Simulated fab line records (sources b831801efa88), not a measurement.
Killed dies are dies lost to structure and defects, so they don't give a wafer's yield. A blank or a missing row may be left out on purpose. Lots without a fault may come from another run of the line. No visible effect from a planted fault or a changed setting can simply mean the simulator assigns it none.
Which of the tools did it? :: flow sky130 :: 42 wafers from 14 lots sampled at 5 of the route's 708 steps

## WHAT EACH GAUGE READ, for each wafer
SKY_VT_ADJUST_HVTR_OVL_MEAS_08. Usual: VT_ADJUST_HVTR_OVL gives 0.4 nm (standard deviation 1.7).
lot: L181
measured: day 10 11:50
on: overlay-01
VT_ADJUST_HVTR_OVL (nm): 3.6 1.1 1.3
flag: 

lot: L182
measured: day 10 19:43
on: overlay-02
VT_ADJUST_HVTR_OVL (nm): 3.2 1.3 0.3
flag: 

lot: L184
measured: day 11 09:49
on: overlay-02
VT_ADJUST_HVTR_OVL (nm): 2.5 2.2 -1.7
flag: 

lot: L185
measured: day 11 16:52
on: overlay-02
VT_ADJUST_HVTR_OVL (nm): -0.1 0.9 1.8
flag: 

lot: L186
measured: day 11 20:31
on: overlay-01
VT_ADJUST_HVTR_OVL (nm): 0.7 -1.1 0.3
flag: 

lot: L188
measured: day 12 11:10
on: overlay-01
VT_ADJUST_HVTR_OVL (nm): -2.6 -1.0 -2.7
flag: 

lot: L189
measured: day 12 21:31
on: overlay-01
VT_ADJUST_HVTR_OVL (nm): 2.1 2.9 2.9
flag: 

lot: L190
measured: day 13 00:13
on: overlay-01
VT_ADJUST_HVTR_OVL (nm): -0.3 -0.2 1.5
flag: 

lot: L194
measured: day 14 14:22
on: overlay-02
VT_ADJUST_HVTR_OVL (nm): -1.7 -1.2 0.8
flag: 

lot: L197
measured: day 15 06:29
on: overlay-01
VT_ADJUST_HVTR_OVL (nm): 1.6 1.7 2.1
flag: 

lot: L198
measured: day 15 17:05
on: overlay-01
VT_ADJUST_HVTR_OVL (nm): 2.0 3.6 2.6
flag: 

lot: L199
measured: day 16 02:20
on: overlay-02
VT_ADJUST_HVTR_OVL (nm): 2.5 2.2 1.7
flag: 

lot: L200
measured: day 16 10:19
on: overlay-01
VT_ADJUST_HVTR_OVL (nm): -1.1 -1.3 -1.6
flag: 

lot: L201
measured: day 16 19:22
on: overlay-01
VT_ADJUST_HVTR_OVL (nm): 1.1 1.4 0.2
flag: 

## WHICH TOOL RAN EACH LOT (tool, then ch and the chambers of the sampled wafers, then the start)
lot: L181
SKY_FIELD_ISO_ETCH_15: rie diel-02 ch 1,3, day 2 22:11
SKY_FIELD_ISO_STRIP_16: plasma asher-04 ch 0,1, day 2 22:15
SKY_NWELL_COAT_05: litho track-03 ch 0, day 5 00:43
SKY_NWELL_STRIP_14: plasma asher-03 ch 0,1, day 5 10:21

lot: L182
SKY_FIELD_ISO_ETCH_15: rie diel-01 ch 0,2,3, day 3 01:32
SKY_FIELD_ISO_STRIP_16: plasma asher-03 ch 0,1, day 3 01:35
SKY_NWELL_COAT_05: litho track-02 ch 0, day 5 04:04
SKY_NWELL_STRIP_14: plasma asher-01 ch 0,1, day 5 13:39

lot: L184
SKY_FIELD_ISO_ETCH_15: rie diel-04 ch 0,1,2, day 3 11:08
SKY_FIELD_ISO_STRIP_16: plasma asher-03 ch 0,1, day 3 11:11
SKY_NWELL_COAT_05: litho track-01 ch 0, day 5 16:04
SKY_NWELL_STRIP_14: plasma asher-04 ch 0,1, day 6 02:55

lot: L185
SKY_FIELD_ISO_ETCH_15: rie diel-01 ch 0,1,2, day 3 19:07
SKY_FIELD_ISO_STRIP_16: plasma asher-04 ch 0,1, day 3 19:11
SKY_NWELL_COAT_05: litho track-02 ch 0, day 5 22:58
SKY_NWELL_STRIP_14: plasma asher-01 ch 0,1, day 6 08:41

lot: L186
SKY_FIELD_ISO_ETCH_15: rie diel-04 ch 1,2, day 3 22:02
SKY_FIELD_ISO_STRIP_16: plasma asher-02 ch 0,1, day 3 22:05
SKY_NWELL_COAT_05: litho track-02 ch 0, day 6 01:41
SKY_NWELL_STRIP_14: plasma asher-01 ch 0,1, day 6 10:29

lot: L188
SKY_FIELD_ISO_ETCH_15: rie diel-02 ch 0,2, day 4 09:23
SKY_FIELD_ISO_STRIP_16: plasma asher-02 ch 0,1, day 4 09:26
SKY_NWELL_COAT_05: litho track-02 ch 0, day 6 13:07
SKY_NWELL_STRIP_14: plasma asher-01 ch 0,1, day 7 00:04

lot: L189
SKY_FIELD_ISO_ETCH_15: rie diel-04 ch 1,2, day 4 14:35
SKY_FIELD_ISO_STRIP_16: plasma asher-02 ch 0,1, day 4 14:40
SKY_NWELL_COAT_05: litho track-03 ch 0, day 6 20:46
SKY_NWELL_STRIP_14: plasma asher-04 ch 0,1, day 7 06:41

lot: L190
SKY_FIELD_ISO_ETCH_15: rie diel-04 ch 0,1,3, day 4 19:26
SKY_FIELD_ISO_STRIP_16: plasma asher-03 ch 0,1, day 4 19:30
SKY_NWELL_COAT_05: litho track-01 ch 0, day 7 00:13
SKY_NWELL_STRIP_14: plasma asher-01 ch 1, day 7 10:26

lot: L194
SKY_FIELD_ISO_ETCH_15: rie diel-01 ch 1,2, day 5 15:56
SKY_FIELD_ISO_STRIP_16: plasma asher-04 ch 0, day 5 15:59
SKY_NWELL_COAT_05: litho track-03 ch 0, day 8 00:42
SKY_NWELL_STRIP_14: plasma asher-04 ch 0, day 8 11:49

lot: L197
SKY_FIELD_ISO_ETCH_15: rie diel-02 ch 0,1,2, day 6 10:26
SKY_FIELD_ISO_STRIP_16: plasma asher-03 ch 0,1, day 6 10:29
SKY_NWELL_COAT_05: litho track-01 ch 0, day 8 17:58
SKY_NWELL_STRIP_14: plasma asher-01 ch 0,1, day 9 05:34

lot: L198
SKY_FIELD_ISO_ETCH_15: rie diel-02 ch 0,1,3, day 6 18:05
SKY_FIELD_ISO_STRIP_16: plasma asher-02 ch 0,1, day 6 18:09
SKY_NWELL_COAT_05: litho track-01 ch 0, day 9 01:19
SKY_NWELL_STRIP_14: plasma asher-04 ch 0,1, day 9 13:24

lot: L199
SKY_FIELD_ISO_ETCH_15: rie diel-02 ch 1,2,3, day 6 22:26
SKY_FIELD_ISO_STRIP_16: plasma asher-04 ch 0,1, day 6 22:30
SKY_NWELL_COAT_05: litho track-02 ch 0, day 9 09:10
SKY_NWELL_STRIP_14: plasma asher-03 ch 0,1, day 9 20:43

lot: L200
SKY_FIELD_ISO_ETCH_15: rie diel-01 ch 0,1,3, day 7 03:11
SKY_FIELD_ISO_STRIP_16: plasma asher-03 ch 0,1, day 7 03:14
SKY_NWELL_COAT_05: litho track-02 ch 0, day 9 15:56
SKY_NWELL_STRIP_14: plasma asher-03 ch 0,1, day 10 03:49

lot: L201
SKY_FIELD_ISO_ETCH_15: rie diel-02 ch 0,2,3, day 7 06:08
SKY_FIELD_ISO_STRIP_16: plasma asher-02 ch 0,1, day 7 06:12
SKY_NWELL_COAT_05: litho track-03 ch 0, day 9 21:46
SKY_NWELL_STRIP_14: plasma asher-04 ch 0,1, day 10 09:49
- SKY_FIELD_ISO_ETCH_15: etches the open film in CHF3/O2, stops on Si, target depth 180 nm, time 72 s.
- SKY_FIELD_ISO_STRIP_16: strips in O2/N2.
- SKY_NWELL_COAT_05: resist thk 3000 nm.
- SKY_NWELL_STRIP_14: strips in O2/N2.

## WHAT THE TOOLS THEMSELVES READ (means of the sampled wafers that have a number; where no wafer has one, the mark that the record gives instead)
SKY_FIELD_ISO_ETCH_15. Usual: chamber pressure mTorr 40.00 mTorr, standard deviation 0.037; drypump motor current A 5.7 A, standard deviation 0.41; oes product au 0.944 a.u., standard deviation 0.0064; throttle valve pct 8.843 %, standard deviation 0.0093.
lot: L181
tool: rie diel-02
chamber pressure mTorr (mTorr): 39.99
drypump motor current A (A): 5.6
oes product au (a.u.): 0.945
throttle valve pct (%): 8.843
flag: 

lot: L182
tool: rie diel-01
chamber pressure mTorr (mTorr): 39.93
drypump motor current A (A): 5.8
oes product au (a.u.): 0.947
throttle valve pct (%): 8.855
flag: 

lot: L184
tool: rie diel-04
chamber pressure mTorr (mTorr): 40.00
drypump motor current A (A): 5.7
oes product au (a.u.): 0.948
throttle valve pct (%): 8.839
flag: 

lot: L185
tool: rie diel-01
chamber pressure mTorr (mTorr): 39.99
drypump motor current A (A): 5.4
oes product au (a.u.): 0.943
throttle valve pct (%): 8.844
flag: 

lot: L186
tool: rie diel-04
chamber pressure mTorr (mTorr): 39.95
drypump motor current A (A): 5.4
oes product au (a.u.): 0.950
throttle valve pct (%): 8.845
flag: 

lot: L188
tool: rie diel-02
chamber pressure mTorr (mTorr): 40.00
drypump motor current A (A): 5.8
oes product au (a.u.): 0.943
throttle valve pct (%): 8.838
flag: 

lot: L189
tool: rie diel-04
chamber pressure mTorr (mTorr): 40.00
drypump motor current A (A): 5.8
oes product au (a.u.): 0.949
throttle valve pct (%): 8.846
flag: 

lot: L190
tool: rie diel-04
chamber pressure mTorr (mTorr): 40.04
drypump motor current A (A): 5.6
oes product au (a.u.): 0.938
throttle valve pct (%): 8.842
flag: 

lot: L194
tool: rie diel-01
chamber pressure mTorr (mTorr): 39.98
drypump motor current A (A): 5.0
oes product au (a.u.): 0.937
throttle valve pct (%): 8.835
flag: 

lot: L197
tool: rie diel-02
chamber pressure mTorr (mTorr): 39.99
drypump motor current A (A): 5.8
oes product au (a.u.): 0.944
throttle valve pct (%): 8.844
flag: 

lot: L198
tool: rie diel-02
chamber pressure mTorr (mTorr): 39.98
drypump motor current A (A): 5.8
oes product au (a.u.): 0.948
throttle valve pct (%): 8.843
flag: 

lot: L199
tool: rie diel-02
chamber pressure mTorr (mTorr): 40.02
drypump motor current A (A): 5.6
oes product au (a.u.): 0.948
throttle valve pct (%): 8.839
flag: 

lot: L200
tool: rie diel-01
chamber pressure mTorr (mTorr): 40.01
drypump motor current A (A): 5.7
oes product au (a.u.): 0.935
throttle valve pct (%): 8.834
flag: 

lot: L201
tool: rie diel-02
chamber pressure mTorr (mTorr): 40.01
drypump motor current A (A): 5.8
oes product au (a.u.): 0.946
throttle valve pct (%): 8.845
flag: 

SKY_FIELD_ISO_STRIP_16. Usual: chamber pressure mTorr 1499.9 mTorr, standard deviation 1.4; drypump motor current A 5.9 A, standard deviation 0.46; oes product au 0.378 a.u., standard deviation 0.0051; strip time to endpoint s 3.57 s, standard deviation 0.039.
lot: L181
tool: plasma asher-04
chamber pressure mTorr (mTorr): 1499.6
drypump motor current A (A): 5.8
oes product au (a.u.): 0.377
strip time to endpoint s (s): 3.57
flag: 

lot: L182
tool: plasma asher-03
chamber pressure mTorr (mTorr): 1500.2
drypump motor current A (A): 6.1
oes product au (a.u.): 0.380
strip time to endpoint s (s): 3.57
flag: 

lot: L184
tool: plasma asher-03
chamber pressure mTorr (mTorr): 1499.8
drypump motor current A (A): 6.1
oes product au (a.u.): 0.382
strip time to endpoint s (s): 3.58
flag: 

lot: L185
tool: plasma asher-04
chamber pressure mTorr (mTorr): 1501.6
drypump motor current A (A): 5.7
oes product au (a.u.): 0.381
strip time to endpoint s (s): 3.55
flag: 

lot: L186
tool: plasma asher-02
chamber pressure mTorr (mTorr): 1499.8
drypump motor current A (A): 6.1
oes product au (a.u.): 0.379
strip time to endpoint s (s): 3.60
flag: 

lot: L188
tool: plasma asher-02
chamber pressure mTorr (mTorr): 1498.9
drypump motor current A (A): 6.1
oes product au (a.u.): 0.379
strip time to endpoint s (s): 3.55
flag: 

lot: L189
tool: plasma asher-02
chamber pressure mTorr (mTorr): 1498.3
drypump motor current A (A): 5.6
oes product au (a.u.): 0.380
strip time to endpoint s (s): 3.58
flag: 

lot: L190
tool: plasma asher-03
chamber pressure mTorr (mTorr): 1500.2
drypump motor current A (A): 6.0
oes product au (a.u.): 0.379
strip time to endpoint s (s): 3.56
flag: 

lot: L194
tool: plasma asher-04
chamber pressure mTorr (mTorr): 1500.3
drypump motor current A (A): 5.6
oes product au (a.u.): 0.377
strip time to endpoint s (s): 3.52
flag: 

lot: L197
tool: plasma asher-03
chamber pressure mTorr (mTorr): 1500.7
drypump motor current A (A): 5.9
oes product au (a.u.): 0.382
strip time to endpoint s (s): 3.61
flag: 

lot: L198
tool: plasma asher-02
chamber pressure mTorr (mTorr): 1499.3
drypump motor current A (A): 5.6
oes product au (a.u.): 0.375
strip time to endpoint s (s): 3.58
flag: 

lot: L199
tool: plasma asher-04
chamber pressure mTorr (mTorr): 1500.7
drypump motor current A (A): 5.7
oes product au (a.u.): 0.379
strip time to endpoint s (s): 3.57
flag: 

lot: L200
tool: plasma asher-03
chamber pressure mTorr (mTorr): 1500.2
drypump motor current A (A): 5.9
oes product au (a.u.): 0.372
strip time to endpoint s (s): 3.52
flag: 

lot: L201
tool: plasma asher-02
chamber pressure mTorr (mTorr): 1500.2
drypump motor current A (A): 5.6
oes product au (a.u.): 0.384
strip time to endpoint s (s): 3.59
flag: 

SKY_NWELL_COAT_05. Usual: resist line temp C 22.98 C, standard deviation 0.1; spin speed rpm 2000.2 rpm, standard deviation 1.3.
lot: L181
tool: litho track-03
resist line temp C (C): 23.05
spin speed rpm (rpm): 2000.4
flag: 

lot: L182
tool: litho track-02
resist line temp C (C): 23.06
spin speed rpm (rpm): 2000.7
flag: 

lot: L184
tool: litho track-01
resist line temp C (C): 23.03
spin speed rpm (rpm): 2000.6
flag: 

lot: L185
tool: litho track-02
resist line temp C (C): 22.89
spin speed rpm (rpm): 2001.7
flag: 

lot: L186
tool: litho track-02
resist line temp C (C): 22.96
spin speed rpm (rpm): 1997.5
flag: 

lot: L188
tool: litho track-02
resist line temp C (C): 22.94
spin speed rpm (rpm): 2000.1
flag: 

lot: L189
tool: litho track-03
resist line temp C (C): 22.87
spin speed rpm (rpm): 1998.5
flag: 

lot: L190
tool: litho track-01
resist line temp C (C): 23.04
spin speed rpm (rpm): 2000.7
flag: 

lot: L194
tool: litho track-03
resist line temp C (C): 22.88
spin speed rpm (rpm): 2000.4
flag: 

lot: L197
tool: litho track-01
resist line temp C (C): 23.11
spin speed rpm (rpm): 1999.7
flag: 

lot: L198
tool: litho track-01
resist line temp C (C): 22.90
spin speed rpm (rpm): 1999.5
flag: 

lot: L199
tool: litho track-02
resist line temp C (C): 22.95
spin speed rpm (rpm): 1999.1
flag: 

lot: L200
tool: litho track-02
resist line temp C (C): 22.95
spin speed rpm (rpm): 2001.2
flag: 

lot: L201
tool: litho track-03
resist line temp C (C): 23.18
spin speed rpm (rpm): 2001.6
flag: 

SKY_NWELL_STRIP_14. Usual: chamber pressure mTorr 1499.8 mTorr, standard deviation 1.2; drypump motor current A 5.73 A, standard deviation 0.17; oes product au 0.722 a.u., standard deviation 0.0045; strip time to endpoint s 36.95 s, standard deviation 0.097.
lot: L181
tool: plasma asher-03
chamber pressure mTorr (mTorr): 1500.2
drypump motor current A (A): 5.89
oes product au (a.u.): 0.725
strip time to endpoint s (s): 36.95
flag: 

lot: L182
tool: plasma asher-01
chamber pressure mTorr (mTorr): 1499.7
drypump motor current A (A): 5.65
oes product au (a.u.): 0.722
strip time to endpoint s (s): 36.94
flag: 

lot: L184
tool: plasma asher-04
chamber pressure mTorr (mTorr): 1499.3
drypump motor current A (A): 5.68
oes product au (a.u.): 0.726
strip time to endpoint s (s): 36.95
flag: 

lot: L185
tool: plasma asher-01
chamber pressure mTorr (mTorr): 1500.3
drypump motor current A (A): 5.63
oes product au (a.u.): 0.724
strip time to endpoint s (s): 36.93
flag: 

lot: L186
tool: plasma asher-01
chamber pressure mTorr (mTorr): 1500.6
drypump motor current A (A): 5.64
oes product au (a.u.): 0.724
strip time to endpoint s (s): 37.07
flag: 

lot: L188
tool: plasma asher-01
chamber pressure mTorr (mTorr): 1498.8
drypump motor current A (A): 5.64
oes product au (a.u.): 0.718
strip time to endpoint s (s): 36.94
flag: 

lot: L189
tool: plasma asher-04
chamber pressure mTorr (mTorr): 1499.9
drypump motor current A (A): 5.79
oes product au (a.u.): 0.723
strip time to endpoint s (s): 37.03
flag: 

lot: L190
tool: plasma asher-01
chamber pressure mTorr (mTorr): 1500.6
drypump motor current A (A): 5.68
oes product au (a.u.): 0.721
strip time to endpoint s (s): 36.77
flag: 

lot: L194
tool: plasma asher-04
chamber pressure mTorr (mTorr): 1501.1
drypump motor current A (A): 5.55
oes product au (a.u.): 0.720
strip time to endpoint s (s): 37.04
flag: 

lot: L197
tool: plasma asher-01
chamber pressure mTorr (mTorr): 1499.6
drypump motor current A (A): 5.65
oes product au (a.u.): 0.715
strip time to endpoint s (s): 29.29
flag: OFF

lot: L198
tool: plasma asher-04
chamber pressure mTorr (mTorr): 1498.7
drypump motor current A (A): 5.66
oes product au (a.u.): 0.716
strip time to endpoint s (s): 29.35
flag: OFF

lot: L199
tool: plasma asher-03
chamber pressure mTorr (mTorr): 1499.1
drypump motor current A (A): 5.90
oes product au (a.u.): 0.721
strip time to endpoint s (s): 37.13
flag: 

lot: L200
tool: plasma asher-03
chamber pressure mTorr (mTorr): 1500.8
drypump motor current A (A): 5.89
oes product au (a.u.): 0.730
strip time to endpoint s (s): 36.89
flag: 

lot: L201
tool: plasma asher-04
chamber pressure mTorr (mTorr): 1499.4
drypump motor current A (A): 5.77
oes product au (a.u.): 0.726
strip time to endpoint s (s): 36.92
flag: 

## THE ANSWER, worked out from the rows above alone
Rule: a lot counts as off when the mean over its wafers that have a number is more than 3 standard deviations away from the usual mean. Also off: a lot with no number at a reading for which 4 or more lots have one. All remaining lots with rows at the step are treated as sound. After the gauges, taken in route order, come the tools' own readings; for these a lot's mean is taken, as printed above. At the first step where some lot is off, the reading lying furthest off is the one used; lots without a number count as furthest.
Off at SKY_NWELL_STRIP_14 (strip time to endpoint s): L197, L198.
A tool fits if, at that step or a process step before it, it ran every lot that is off, and no sound lot after the first of them. One fits: SKY_NWELL_COAT_05 on litho track-01. A fault onset in the window from L190 (day 7 00:13, its last sound lot) to L197 (day 8 17:58, its first lot off) fits.

## WHAT THE SIMULATOR PUT IN
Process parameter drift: litho track-01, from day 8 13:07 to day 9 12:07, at SKY_NWELL_COAT_05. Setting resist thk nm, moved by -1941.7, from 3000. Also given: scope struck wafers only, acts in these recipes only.
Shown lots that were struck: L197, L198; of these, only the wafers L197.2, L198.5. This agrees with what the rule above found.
